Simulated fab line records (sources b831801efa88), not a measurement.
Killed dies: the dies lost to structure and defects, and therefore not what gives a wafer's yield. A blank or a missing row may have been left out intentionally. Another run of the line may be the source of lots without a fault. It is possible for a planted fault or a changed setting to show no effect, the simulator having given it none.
Comparing a struck lot with a sound one :: flow sky130 :: 17 steps out of a route of 708
Sound: these wafers, L504.1, L504.2, L504.3. The struck wafers were L523.4, L523.5, L523.6. Last of all comes the cause.
Per side, at each step with rows, come the tool, then ch with its chambers, and then its first start. Under that, the readings that differ: sound wafers :: struck wafers :: difference of the means :: sigmas: that difference in standard deviations of wafers without a fault.
alike: readings whose means differ by less than 2 such deviations, and words and numbers that are the same on both sides. not compared: withheld readings, readings that some wafer has no value for, bounds like >300 that may hide the same value, and numbers for which the record gives no deviation and whose values overlap.
The two part at a step that has a row with sigmas, a row that says differs or no value, or rows on one side only. Non-overlapping numbers with no deviation appear without sigmas and do not part them. A reading that every wafer of one side lacks parts them only if that side has two wafers or more.

first, 5 steps without rows for these wafers: SKY_SD_N_COAT_02 (resist thk 1140 nm); SKY_SD_N_SOFTBAKE_03 (time 60 s); SKY_SD_N_EXPOSE_04 (exposes mask NSDM, target cd 380 nm); SKY_SD_N_PEB_05; SKY_SD_N_DEVELOP_06 (develop time 60 s).
SKY_SD_N_CD_MEAS_07 targets a cd of 380 nm.
  sound: cd-sem-02 at day 28 07:50; struck: cd-sem-01 at day 34 13:23
  alike: cd-nm
SKY_SD_N_OVL_MEAS_08:
  sound: overlay-01 at day 28 07:57; struck: overlay-01 at day 34 13:27
  alike: SD_N_OVL
then, 2 steps without rows for these wafers: SKY_SD_N_IMPLANT_09; SKY_SD_N_IMPLANT_10.
SKY_SD_N_STRIP_11: strips in O2/N2.
  sound on plasma-asher-03 ch 0,1, day 28 08:17; struck on plasma-asher-03 ch 0,1, day 34 13:48
  alike: drypump-motor-current-A, n2-flow-sccm, oes-product-au, strip-time-to-endpoint-s
  not compared: rf-hours-counter-h
SKY_SD_N_TW_MEAS_12:
  sound: film-metro-04 at day 28 08:23; struck: film-metro-02 at day 34 13:54
  alike: SD_N_TW
then, 1 step without rows for these wafers: SKY_SD_N_CLEAN_13 (cleans in SC1/SC2, time 150 s).
SKY_SD_N_RTA_14: time 2 s.
  sound on rtp-anneal-01 ch 0, day 28 08:30; struck on rtp-anneal-02 ch 0, day 34 14:01
reading: lamp-power-pct (%)
sound: 15.77 15.74 15.76
struck: 16.01 15.91 15.97
difference: +0.21
sigmas: +4

reading: wafer_temp_C_max
sound: 1076.9 1076.3 1078.3
struck: 1091.0 1093.1 1093.0
difference: +15.2
sigmas: +10
SKY_SD_N_RS_MEAS_16: a four-point-probe measurement.
  sound: film-metro-02 at day 28 08:41; struck: film-metro-04 at day 34 14:13
reading: SD_N_RS (ohm/sq)
sound: 68.69 68.54 68.64
struck: 65.90 65.90 65.86
difference: -2.74
sigmas: -21
SKY_SD_N_RS_MEAS_17: a four-point-probe measurement.
  sound: film-metro-02 at day 28 08:48; struck: film-metro-04 at day 34 14:20
reading: SD_P_RS (ohm/sq)
sound: 147.2 147.2 147.1
struck: 134.8 135.1 134.5
difference: -12.4
sigmas: -28
SKY_SD_N_RS_MEAS_18: a four-point-probe measurement.
  sound: film-metro-02 at day 28 08:55; struck: film-metro-04 at day 34 14:27
  alike: RES_XHIGH_RS
-- a jump in the record: the struck wafers' starts before and after are 16 days apart (it breaks off in module SD_N and resumes in module PAD_OPEN, where the first step shown is number 708 of the route) --
SKY_PAD_OPEN_PROBE_99:
  sound: prober-02 at day 46 03:17; struck: prober-01 at day 50 07:35
reading: model.etest.res-xhigh-po.line-ohm-um
sound: 5884 6053 5783
struck: 4708 4873 4894
difference: -1082
sigmas: 

reading: model.etest.res-xhigh-po.rs-ohm-sq
sound: 2037 2110 2046
struck: 1696 1735 1743
difference: -340
sigmas: 

reading: model.etest.pfet_01v8.r-on-ohm-um
sound: 2804 2891 2822
struck: 2744 2762 2785
difference: -75
sigmas: 

reading: model.etest.res-pdiff.line-ohm-um
sound: 1326 1327 1335
struck: 1246 1239 1241
difference: -87
sigmas: 

reading: model.etest.res-high-po.line-ohm-um
sound: 758.2 768.9 762.3
struck: 665.7 676.8 677.6
difference: -89.8
sigmas: 

reading: model.etest.licon-high-po.rc-ohm
sound: 349.2 349 356.1
struck: 289.2 284 300.5
difference: -60.2
sigmas: 

reading: model.etest.res-ndiff.line-ohm-um
sound: 736.6 731.4 736.5
struck: 720.5 712.6 728.4
difference: -14.3
sigmas: 

reading: model.etest.res-high-po.rs-ohm-sq
sound: 263.6 266.3 267
struck: 235.1 238.5 238.4
difference: -28.3
sigmas: 
  alike: killed_at_M0_to_M3, killed_at_M4_up, killed-at-contacts, killed-at-front-end, killed-at-other, killed-dies, killed-open, killed-short

WHERE THEY PART
At SKY_SD_N_RTA_14 first; at SKY_SD_N_RS_MEAS_17 last (within this record only). Later steps at which nothing parts them and some readings are alike: SKY_SD_N_RS_MEAS_18, SKY_PAD_OPEN_PROBE_99.

WHY: what the simulator had put in
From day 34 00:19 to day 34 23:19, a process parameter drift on rtp-anneal-02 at SKY_SD_N_RTA_14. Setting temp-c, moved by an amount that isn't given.
